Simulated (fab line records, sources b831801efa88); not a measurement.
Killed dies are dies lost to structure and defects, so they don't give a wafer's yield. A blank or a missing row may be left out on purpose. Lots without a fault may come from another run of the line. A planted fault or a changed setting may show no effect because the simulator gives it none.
Split-lot experiment | flow sfq_line | 5 lots, 23 wafers read, on a route of 325 steps

THE SPLIT
At SFQ_TRILAYER_I3_VIA_LITHO_EXPOSE_086 (exposes mask I3, target cd 500 nm), the setting dose_mj was moved away from the recipe's 21.3 on 7 of the 23 wafers read, by -3.7% to +5.4%. The other wafers ran this setting at the recipe's value.

The file shows no step between the split and the reading.

THE READING
I3.cd_nm (the simulator's own value, which no gauge read), in nm, at SFQ_TRILAYER_I3_VIA_BARC_OPEN_VIA_ETCH_121 (etches BARC in O2, target depth 125 nm, time 41.7 s). The file gives no usual value for it. The 16 wafers here that ran the recipe average 500.1 nm, standard deviation 1.3 nm.

wafer  | tool, chamber at the split | dose_mj as run | against the recipe | I3.cd_nm, nm | against lot-mates on the recipe
L075.1 | krf_scanner-02, 0          | 21.3           | recipe             | 497.9        | -
L075.3 | krf_scanner-02, 0          | 20.78          | -2.4%              | 494.2        | -4.4
L075.4 | krf_scanner-02, 0          | 21.3           | recipe             | 498          | -
L075.5 | krf_scanner-02, 0          | 21.3           | recipe             | 499.9        | -
L075.6 | krf_scanner-02, 0          | 20.78          | -2.4%              | 494          | -4.6
L079.1 | krf_scanner-01, 0          | 21.3           | recipe             | 501.1        | -
L079.4 | krf_scanner-01, 0          | 21.3           | recipe             | 499.5        | -
L079.6 | krf_scanner-01, 0          | 21.3           | recipe             | 501          | -
L080.1 | krf_scanner-01, 0          | 21.3           | recipe             | 502.1        | -
L080.3 | krf_scanner-01, 0          | 21.3           | recipe             | 499.5        | -
L080.4 | krf_scanner-01, 0          | 21.3           | recipe             | 500.7        | -
L080.5 | krf_scanner-01, 0          | 21.3           | recipe             | 500          | -
L080.6 | krf_scanner-01, 0          | 21.3           | recipe             | 501.6        | -
L081.1 | krf_scanner-01, 0          | 21.3           | recipe             | 499.8        | -
L081.2 | krf_scanner-01, 0          | 21.3           | recipe             | 498.7        | -
L081.3 | krf_scanner-01, 0          | 21.3           | recipe             | 500.3        | -
L081.4 | krf_scanner-01, 0          | 20.52          | -3.7%              | 494.6        | -5.0
L081.6 | krf_scanner-01, 0          | 20.52          | -3.7%              | 493.6        | -6.0
L085.2 | krf_scanner-01, 0          | 21.3           | recipe             | 502          | -
L085.3 | krf_scanner-01, 0          | 22.45          | +5.4%              | 506.7        | +6.1
L085.4 | krf_scanner-01, 0          | 22.45          | +5.4%              | 506.4        | +5.8
L085.5 | krf_scanner-01, 0          | 22.45          | +5.4%              | 510.3        | +9.8
L085.6 | krf_scanner-01, 0          | 21.3           | recipe             | 499.1        | -

THE FIT
A straight line over all 23 wafers: I3.cd_nm changes by +1.58 nm for each +1% of dose_mj; r = +0.94; the points scatter about the line by 1.4 nm.
The same after taking each lot's own level away (the mean of its wafers on the recipe; 23 wafers): +1.43 nm for each +1%; r = +0.95; scatter 1.1 nm.
On that fit, the largest move of dose_mj shifts the reading by 7.7 nm.
The lots' own levels span 498.60 to 500.78 nm, that is 1.7 times the standard deviation above.
So the lot-to-lot level changes the slope: the two fits differ.
Check: with one of the wafers moved furthest among these (+5.4%) left out of the fit, the line predicts +8.04 nm for it against its lot-mates. It came out at +6.15 nm against them.

OTHER SPLITS ON THESE WAFERS
These wafers also went through other splits before the reading. Each is held against what the fit with the lots' levels taken away leaves over:
other split on the same wafers           | wafers away from the commonest value | r with I3.cd_nm (lot level and that fit taken away)
SFQ_TRILAYER_M3_DEP_SPUTTER_073 time_s   | 9                                    | +0.11
SFQ_TRILAYER_M3_LITHO_PEB_078 peb_time_s | 2                                    | -0.21

THE FILE'S OWN FIT
I3.cd_nm changes by +1.45 nm for each +1% of dose_mj, r = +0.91.
